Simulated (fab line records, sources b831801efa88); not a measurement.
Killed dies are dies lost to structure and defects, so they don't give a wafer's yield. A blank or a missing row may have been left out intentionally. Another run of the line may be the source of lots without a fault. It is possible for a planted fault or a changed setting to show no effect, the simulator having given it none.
Which tool was responsible? -- flow gf180mcu -- 13 lots, 39 wafers sampled, at 6 steps of a route of 602

WHAT THE GAUGES SHOWED, per wafer
GF_MVSD_TW_MEAS_11. Usual: MVSD_TW typically reads 1587, with standard deviation 19.
lot,measured,on,MVSD_TW,flag
L700,day 4 17:47,film metro-04,1597 1603 1600,
L701,day 4 22:13,film metro-04,1604 1609 1608,
L702,day 5 06:04,film metro-04,1584 1572 1578,
L703,day 5 08:52,film metro-04,1591 1581 1590,
L706,day 6 01:05,film metro-03,1610 1611 1610,
L708,day 6 15:07,film metro-04,1486 1483 1486,OFF
L714,day 8 07:46,film metro-04,1606 1588 1596,
L716,day 8 14:16,film metro-01,1571 1557 1567,
L717,day 9 00:01,film metro-01,1555 1556 1561,
L718,day 9 05:24,film metro-03,1611 1614 1607,
L720,day 9 11:43,film metro-04,1596 1604 1609,
L721,day 9 17:35,film metro-01,1563 1563 1570,
L722,day 10 00:47,film metro-01,1562 1561 1558,

GF_POLY_GATE_CD_MEAS_10: the cd target is 280 nm. Usual: 279.7 nm for cd nm, sd 1.1.
lot,measured,on,cd nm (nm),flag
L700,day 9 11:55,cd sem-01,279.2 280.4 279.3,
L701,day 9 17:01,cd sem-01,277.9 278.7 278.7,
L702,day 10 02:21,cd sem-01,279.3 278.5 278.6,
L703,day 10 04:14,cd sem-01,280.6 280.7 282.1,
L706,day 11 05:01,cd sem-02,278.5 279.6 278.2,
L708,day 11 19:25,cd sem-01,279.3 279.2 281.4,
L714,day 13 22:43,cd sem-02,280.3 279.6 280.1,
L716,day 14 07:02,cd sem-01,280.3 279.1 279.0,
L717,day 14 18:29,cd sem-01,278.4 278.2 279.2,
L718,day 15 00:28,cd sem-02,277.7 277.7 279.0,
L720,day 15 09:53,cd sem-02,279.6 279.8 280.0,
L721,day 15 15:40,cd sem-01,280.9 280.3 281.5,
L722,day 16 01:36,cd sem-01,277.0 278.5 278.3,

GF_POLY_GATE_OVL_MEAS_11. Usual: POLY_GATE_OVL typically reads -1 nm, with standard deviation 5.7.
lot,measured,on,POLY_GATE_OVL (nm),flag
L700,day 9 12:02,overlay-02,-6 -4 -2,
L701,day 9 17:08,overlay-01,-2 -6 -2,
L702,day 10 02:28,overlay-01,0 -1 -3,
L703,day 10 04:21,overlay-02,-8 -3 -5,
L706,day 11 05:08,overlay-02,1 0 6,
L708,day 11 19:32,overlay-02,0 -3 -4,
L714,day 13 22:50,overlay-01,-3 -1 1,
L716,day 14 07:08,overlay-02,10 -5 3,
L717,day 14 18:36,overlay-02,-4 -9 1,
L718,day 15 00:33,overlay-02,-4 -10 2,
L720,day 15 10:00,overlay-02,-3 0 -10,
L721,day 15 15:47,overlay-02,10 5 6,
L722,day 16 01:43,overlay-01,-2 -3 -1,

WHAT TOOL EACH LOT RAN ON (gives the tool, then ch and the chambers of the sampled wafers, and finally the start)
lot,GF_LVPWELL_STRIP_10,GF_MVSD_STRIP_10,GF_MVPSD_STRIP_10
L700,"plasma asher-01 ch 0,1, day 4 02:59","plasma asher-01 ch 0,1, day 4 17:41","plasma asher-02 ch 0,1, day 5 08:14"
L701,"plasma asher-01 ch 0,1, day 4 08:05","plasma asher-03 ch 0,1, day 4 22:07","plasma asher-04 ch 0,1, day 5 12:02"
L702,"plasma asher-01 ch 0,1, day 4 16:04","plasma asher-03 ch 0,1, day 5 05:58","plasma asher-03 ch 0,1, day 5 19:59"
L703,"plasma asher-02 ch 0,1, day 4 18:35","plasma asher-01 ch 0, day 5 08:46","plasma asher-03 ch 0,1, day 5 22:07"
L706,"plasma asher-01 ch 0,1, day 5 10:40","plasma asher-01 ch 0,1, day 6 00:59","plasma asher-04 ch 0,1, day 6 15:41"
L708,"plasma asher-02 ch 0,1, day 6 00:02","plasma asher-02 ch 0,1, day 6 15:01","plasma asher-04 ch 0,1, day 7 06:32"
L714,"plasma asher-01 ch 0,1, day 7 15:25","plasma asher-02 ch 0,1, day 8 07:40","plasma asher-02 ch 0,1, day 9 00:17"
L716,"plasma asher-04 ch 0,1, day 7 21:13","plasma asher-01 ch 0,1, day 8 14:10","plasma asher-04 ch 0,1, day 9 07:31"
L717,"plasma asher-01 ch 0,1, day 8 07:26","plasma asher-03 ch 0,1, day 8 23:55","plasma asher-02 ch 0,1, day 9 17:20"
L718,"plasma asher-02 ch 0,1, day 8 12:22","plasma asher-01 ch 0,1, day 9 05:19","plasma asher-02 ch 0,1, day 9 22:28"
L720,"plasma asher-04 ch 0,1, day 8 17:35","plasma asher-02 ch 0,1, day 9 11:37","plasma asher-02 ch 0,1, day 10 05:14"
L721,"plasma asher-04 ch 0,1, day 9 00:16","plasma asher-03 ch 0,1, day 9 17:29","plasma asher-04 ch 0,1, day 10 10:52"
L722,"plasma asher-04 ch 0,1, day 9 07:01","plasma asher-01 ch 0,1, day 10 00:41","plasma asher-02 ch 0,1, day 10 18:41"
- GF_LVPWELL_STRIP_10: strips in O2/N2.
- GF_MVSD_STRIP_10: strips in O2/N2.
- GF_MVPSD_STRIP_10: strips in O2/N2.

WHAT THE TOOLS THEMSELVES READ (means of the sampled wafers that have a number; where no wafer has one, the mark that the record gives instead)
GF_LVPWELL_STRIP_10. Usual: chamber pressure mTorr 1500.2 mTorr, standard deviation 1.3; drypump motor current A 5.7 A, standard deviation 0.39; heater power w 317 W, standard deviation 27; oes product au 0.723 a.u., standard deviation 0.0047; strip time to endpoint s 36.96 s, standard deviation 0.1.
lot,tool,chamber pressure mTorr (mTorr),drypump motor current A (A),heater power w (W),oes product au (a.u.),strip time to endpoint s (s),flag
L700,plasma asher-01,1500.3,5.6,344,0.719,36.98,
L701,plasma asher-01,1500.3,5.4,344,0.725,37.14,
L702,plasma asher-01,1501.7,5.4,343,0.717,36.84,
L703,plasma asher-02,1499.9,5.7,292,0.723,36.87,
L706,plasma asher-01,1500.4,5.6,341,0.720,36.89,
L708,plasma asher-02,1499.5,5.8,287,0.964,-,OFF
L714,plasma asher-01,1502.3,5.6,343,0.722,37.09,
L716,plasma asher-04,1500.9,5.9,298,0.721,37.01,
L717,plasma asher-01,1502.2,5.4,345,0.720,36.99,
L718,plasma asher-02,1501.7,5.8,285,0.723,36.85,
L720,plasma asher-04,1499.4,6.3,305,0.725,36.86,
L721,plasma asher-04,1500.8,5.9,301,0.721,36.81,
L722,plasma asher-04,1499.6,6.3,308,0.726,36.92,

GF_MVSD_STRIP_10. Usual: chamber pressure mTorr 1500.2 mTorr, standard deviation 1.3; drypump motor current A 5.6 A, standard deviation 0.33; heater power w 328 W, standard deviation 26; oes product au 0.723 a.u., standard deviation 0.0046; strip time to endpoint s 36.95 s, standard deviation 0.091.
lot,tool,chamber pressure mTorr (mTorr),drypump motor current A (A),heater power w (W),oes product au (a.u.),strip time to endpoint s (s),flag
L700,plasma asher-01,1500.0,5.6,342,0.724,36.88,
L701,plasma asher-03,1499.6,5.7,339,0.724,36.91,
L702,plasma asher-03,1499.7,5.4,351,0.722,36.92,
L703,plasma asher-01,1500.2,5.8,339,0.723,36.97,
L706,plasma asher-01,1498.9,5.6,343,0.724,37.03,
L708,plasma asher-02,1499.7,5.8,291,0.726,45.53,OFF
L714,plasma asher-02,1499.9,5.8,287,0.721,36.79,
L716,plasma asher-01,1499.5,5.6,341,0.719,36.99,
L717,plasma asher-03,1499.7,5.7,345,0.716,36.91,
L718,plasma asher-01,1498.9,5.4,343,0.729,36.95,
L720,plasma asher-02,1500.8,5.7,286,0.722,36.96,
L721,plasma asher-03,1499.2,5.4,347,0.721,36.89,
L722,plasma asher-01,1500.1,5.4,347,0.725,36.94,

GF_MVPSD_STRIP_10. Usual: chamber pressure mTorr 1499.8 mTorr, standard deviation 1.3; drypump motor current A 5.9 A, standard deviation 0.52; heater power w 308 W, standard deviation 21; oes product au 0.723 a.u., standard deviation 0.0045; strip time to endpoint s 36.92 s, standard deviation 0.12.
lot,tool,chamber pressure mTorr (mTorr),drypump motor current A (A),heater power w (W),oes product au (a.u.),strip time to endpoint s (s),flag
L700,plasma asher-02,1499.6,5.7,294,0.725,37.04,
L701,plasma asher-04,1499.9,6.3,305,0.719,36.86,
L702,plasma asher-03,1499.1,5.4,347,0.722,36.85,
L703,plasma asher-03,1499.4,5.7,333,0.719,36.98,
L706,plasma asher-04,1499.4,6.3,308,0.721,36.95,
L708,plasma asher-04,1499.6,5.9,298,0.722,36.90,
L714,plasma asher-02,1499.3,5.8,290,0.722,37.03,
L716,plasma asher-04,1500.5,5.9,302,0.727,36.80,
L717,plasma asher-02,1500.6,5.8,284,0.723,36.98,
L718,plasma asher-02,1498.6,5.8,291,0.719,36.72,
L720,plasma asher-02,1499.8,5.8,292,0.722,36.82,
L721,plasma asher-04,1500.9,5.9,297,0.726,36.90,
L722,plasma asher-02,1500.3,5.8,291,0.723,36.73,

THE ANSWER, worked out from the rows above alone
Rule: lot off if the mean of its wafers having a number is beyond 3 standard deviations from the usual mean. Also off: a lot with no number at a reading for which 4 or more lots have one. The other lots that the step has rows for count as sound. The gauges are gone through in route order, then the tools' own readings, and for those a lot's mean is taken as printed above. The first step at which some lot is off is used, and at that step the reading that is off furthest; a lot without a number counts as furthest.
Off: at GF_MVSD_TW_MEAS_11 (MVSD_TW), L708.
A tool fits if, at a process step before that reading, it ran every lot that is off, and no sound lot after the first of them. The gauges at GF_MVSD_TW_MEAS_11 aren't tried: what is off there is off at GF_LVPWELL_STRIP_10 too, on other tools, and a gauge's error can't cause that. None of those tried fits.

WHAT HAD BEEN PUT IN BY THE SIMULATOR
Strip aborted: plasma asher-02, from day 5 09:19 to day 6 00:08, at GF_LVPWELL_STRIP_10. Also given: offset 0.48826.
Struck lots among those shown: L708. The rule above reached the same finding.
